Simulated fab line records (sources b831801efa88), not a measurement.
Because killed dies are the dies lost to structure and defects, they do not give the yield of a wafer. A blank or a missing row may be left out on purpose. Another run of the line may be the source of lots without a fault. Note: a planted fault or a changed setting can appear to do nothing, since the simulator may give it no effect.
Which tool is to blame?	flow sky130	7 lots (21 wafers sampled), 1 step of a 708-step route

== WHAT THE GAUGES SHOWED, per wafer ==
SKY_NWELL_OVL_MEAS_23.
lot	measured	on	NWELL_01_OVL (nm)
L565	day 5 16:13	overlay-02	-2.0 -2.4 -1.8
L567	day 6 07:16	overlay-01	0.3 -0.4 -1.2
L570	day 6 20:27	overlay-02	-1.3 -4.4 -4.2
L573	day 7 15:31	overlay-01	-3.8 -3.1 -2.2
L575	day 8 00:58	overlay-01	-3.6 -4.5 -3.6
L582	day 9 22:16	overlay-01	-1.2 0.2 -1.7
L585	day 10 14:49	overlay-02	-4.0 -3.9 -2.5

== TOOL THAT RAN EACH LOT (tool first, then ch and the chambers of the sampled wafers, then the start) ==
The record shows no process step preceding these readings.

== THE ANSWER, worked out from the rows above alone ==
Rule: what is usual is taken from the lots themselves. The widest of any qualifying gaps counts: lots, ordered by their means at a reading, are off when they make up no more than a third of the lots, leave a main group of 4 or more, and stand apart from it by 3 or more times the standard deviation of that group's means. A main group whose means are all the same, to the digits that the tables above print for the reading, isn't used. A lot without any number at a reading at which 4 lots or more have one is off too. Any other lot the step has rows for is counted as sound.
Across all readings shown, no lot is off: no conclusion can be drawn from this.

== WHAT WAS PUT IN BY THE SIMULATOR ==
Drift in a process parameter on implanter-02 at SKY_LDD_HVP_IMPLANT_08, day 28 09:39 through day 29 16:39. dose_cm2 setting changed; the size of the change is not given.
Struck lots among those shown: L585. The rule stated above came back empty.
